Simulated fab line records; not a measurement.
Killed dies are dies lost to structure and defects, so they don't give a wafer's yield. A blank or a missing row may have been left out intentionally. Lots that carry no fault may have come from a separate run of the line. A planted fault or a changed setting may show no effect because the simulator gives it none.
2 desks, one fault :: flow gf180mcu :: numbers are kept per desk, each desk with only its own; the story behind them comes last

## AT THE TOOL OWNER'S DESK: implanter-01
GF_HV_LDD_IMPLANT_34, tool's own readings: per-lot mean of the sampled wafers with a number, covering each lot this tool ran. If a lot's mean is further than 4 standard deviations from the usual mean, the lot is out of limits and carries the mark OUT (the distance appears in the brackets).
Columns: A = rotation_deg at GF_HV_LDD_IMPLANT_34, usual 90.00 degrees
lot: L514
first seen here: day 11 13:38
A: 89.98

lot: L531
first seen here: day 16 22:40
A: 90.00

lot: L532
first seen here: day 17 08:38
A: 89.99
This desk's verdict: no lot among the 3 shows anything out of limits.

## FROM THE METROLOGY DESK
What the gauges read for every lot (on any tool): the sampled wafers with a number, averaged. If a lot's mean is further than 4 standard deviations from the usual mean, the lot is out of limits and carries the mark OUT (the distance appears in the brackets). Readings shown: 7 of its 10, picked as those furthest out on some lot.
Columns: A = HV_LDD_2_TW at GF_HV_LDD_TW_MEAS_23, usual 1054; B = HV_LDD_02_OVL at GF_HV_LDD_OVL_MEAS_32, usual -0.6 nm; C = HV_LDD_3_TW at GF_HV_LDD_TW_MEAS_38, usual 1435; D = cd_nm at GF_HV_LDD_CD_MEAS_46, usual 398.8 nm; E = HV_LDD_4_TW at GF_HV_LDD_TW_MEAS_50, usual 568.4; F = HV_LDD_RS at GF_HV_LDD_RS_MEAS_53, usual 418.8 ohm/sq; G = HV_LDD_CVD_56_THK at GF_HV_LDD_THK_MEAS_57, usual 89.8 nm
lot: L514
first seen here: day 10 19:42
A: 1055
B: -0.1
C: 1435
D: 397.7
E: 567.6
F: 420.2
G: 90.1

lot: L515
first seen here: day 11 03:20
A: 1055
B: -0.5
C: 1425
D: 398.4
E: 571.8
F: 419.4
G: 90.1

lot: L523
first seen here: day 13 14:22
A: 1055
B: 0.5
C: 1441
D: 399.4
E: 573.0
F: 418.7
G: 89.9

lot: L525
first seen here: day 14 10:14
A: 1049
B: -0.8
C: 1443
D: 403.0
E: 565.7
F: 419.3
G: 89.2

lot: L531
first seen here: day 15 23:20
A: 1061
B: -0.5
C: 1425
D: 398.9
E: 565.2
F: 419.0
G: 88.5

lot: L532
first seen here: day 16 09:25
A: 1047
B: 1.6
C: 1431
D: 399.1
E: 568.9
F: 417.8
G: 91.6
This desk's verdict: no lot among the 6 shows anything out of limits.

## BROUGHT TOGETHER
Nothing out of limits was seen by the tool owner's desk.
Nothing out of limits was seen by the metrology desk.

## WHAT THE SIMULATOR HAD INSERTED
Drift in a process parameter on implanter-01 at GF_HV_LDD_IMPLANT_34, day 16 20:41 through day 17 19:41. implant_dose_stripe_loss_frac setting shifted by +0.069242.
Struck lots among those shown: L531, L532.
